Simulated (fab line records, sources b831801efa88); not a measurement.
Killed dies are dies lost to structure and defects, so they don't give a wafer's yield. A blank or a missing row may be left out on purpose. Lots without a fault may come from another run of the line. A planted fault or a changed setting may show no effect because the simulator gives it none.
Tool commonality check | flow sky130 | 11 lots, 33 wafers sampled

WHY IT WAS OPENED
At SKY_PWDE_TW_MEAS_10 the reading PWDE_TW is flagged on 2 of 11 lots. Wafers without a fault read 373.0, standard deviation 3.
Rule: a lot is flagged when every wafer of it that has a number lies more than 4 standard deviations from that mean, or none has a number. The other lots count as sound.

lot  | measured    | on            | PWDE_TW, wafer by wafer | flag
L935 | day 4 05:38 | film_metro-01 | 376.4 376.1 375.0       |
L937 | day 4 16:05 | film_metro-02 | 372.4 371.1 372.2       |
L939 | day 4 23:28 | film_metro-04 | 376.0 376.2 377.0       |
L941 | day 5 23:49 | film_metro-04 | 374.5 376.2 376.4       |
L942 | day 6 10:28 | film_metro-02 | 372.8 371.7 371.0       |
L943 | day 6 10:51 | film_metro-02 | 369.0 370.7 370.9       |
L944 | day 6 19:34 | film_metro-01 | 371.4 372.0 372.2       |
L946 | day 6 20:34 | film_metro-01 | 375.2 375.0 373.8       |
L948 | day 7 13:10 | film_metro-04 | 368.3 369.3 368.5       |
L955 | day 8 20:22 | film_metro-01 | 402.7 402.4 401.6       | FLAGGED
L957 | day 9 05:20 | film_metro-04 | 401.3 400.4 401.5       | FLAGGED
The numbers of the flagged lots are 401.6 on average: +28.6 against the usual, or +10 standard deviations.

WHICH TOOL RAN EACH LOT
The record holds 2 process steps before the reading, out of a route of 708 steps. In each cell: the tool, then ch and the chambers that the sampled wafers went through, then the start.
lot  | flag    | SKY_FIELD_ISO_ETCH_17           | SKY_PWDE_IMPLANT_08
L935 |         | rie_si-02 ch 1,2,3, day 2 10:19 | implanter-02 ch 0, day 4 05:25
L937 |         | rie_si-01 ch 0,1, day 2 19:19   | implanter-01 ch 0, day 4 15:50
L939 |         | rie_si-02 ch 1,2, day 3 08:40   | implanter-01 ch 0, day 4 23:13
L941 |         | rie_si-02 ch 0,2, day 3 20:16   | implanter-01 ch 0, day 5 23:35
L942 |         | rie_si-02 ch 0,2,3, day 4 01:19 | implanter-02 ch 0, day 6 10:13
L943 |         | rie_si-01 ch 0,1, day 4 04:04   | implanter-03 ch 0, day 6 10:39
L944 |         | rie_si-02 ch 0,3, day 4 08:52   | implanter-02 ch 0, day 6 19:20
L946 |         | rie_si-02 ch 0,1,2, day 4 20:40 | implanter-02 ch 0, day 6 20:19
L948 |         | rie_si-02 ch 2,3, day 5 05:25   | implanter-01 ch 0, day 7 12:56
L955 | FLAGGED | rie_si-01 ch 0,1,3, day 6 16:46 | implanter-01 ch 0, day 8 20:07
L957 | FLAGGED | rie_si-01 ch 1,2,3, day 7 05:40 | implanter-01 ch 0, day 9 05:05
What these steps do:
- SKY_FIELD_ISO_ETCH_17: etches Si in HBr/Cl2/O2, target depth 342 nm, time 97.7 s.
- SKY_PWDE_IMPLANT_08
- SKY_PWDE_TW_MEAS_10

FLAGGED OVER TOTAL, TOOL BY TOOL (the gauges that took the reading come last)
step                  | tool          | lots run | flagged | share of the flagged lots | sound lots run after its first flagged lot
SKY_FIELD_ISO_ETCH_17 | rie_si-01     | 4        | 2       | all                       | 0
SKY_FIELD_ISO_ETCH_17 | rie_si-02     | 7        | 0       | none                      | -
SKY_PWDE_IMPLANT_08   | implanter-01  | 6        | 2       | all                       | 0
SKY_PWDE_IMPLANT_08   | implanter-02  | 4        | 0       | none                      | -
SKY_PWDE_IMPLANT_08   | implanter-03  | 1        | 0       | none                      | -
SKY_PWDE_TW_MEAS_10   | film_metro-01 | 4        | 1       | some                      | 0
SKY_PWDE_TW_MEAS_10   | film_metro-02 | 3        | 0       | none                      | -
SKY_PWDE_TW_MEAS_10   | film_metro-04 | 4        | 1       | some                      | 0

WHAT THE TABLE ALLOWS
2 rows of the table ran every flagged lot: rie_si-01 at SKY_FIELD_ISO_ETCH_17, implanter-01 at SKY_PWDE_IMPLANT_08.
- rie_si-01 at SKY_FIELD_ISO_ETCH_17: 2 of its 4 lots flagged. Its last sound lot is L943 (day 4 04:04), its first flagged lot L955 (day 6 16:46): a fault that began between those two fits.
- implanter-01 at SKY_PWDE_IMPLANT_08: 2 of its 6 lots flagged. Its last sound lot is L948 (day 7 12:56), its first flagged lot L955 (day 8 20:07): a fault that began between those two fits. Its own readings lie more than 4 standard deviations out on every wafer of the flagged lots: dose_ions_cm2, faraday_current_uA.
Counting lots can't tell these 2 tools apart, because each fits a fault that began at some hour. More lots, or a look at what each step does to the wafer, might.

WHAT THE SIMULATOR HAD PUT IN
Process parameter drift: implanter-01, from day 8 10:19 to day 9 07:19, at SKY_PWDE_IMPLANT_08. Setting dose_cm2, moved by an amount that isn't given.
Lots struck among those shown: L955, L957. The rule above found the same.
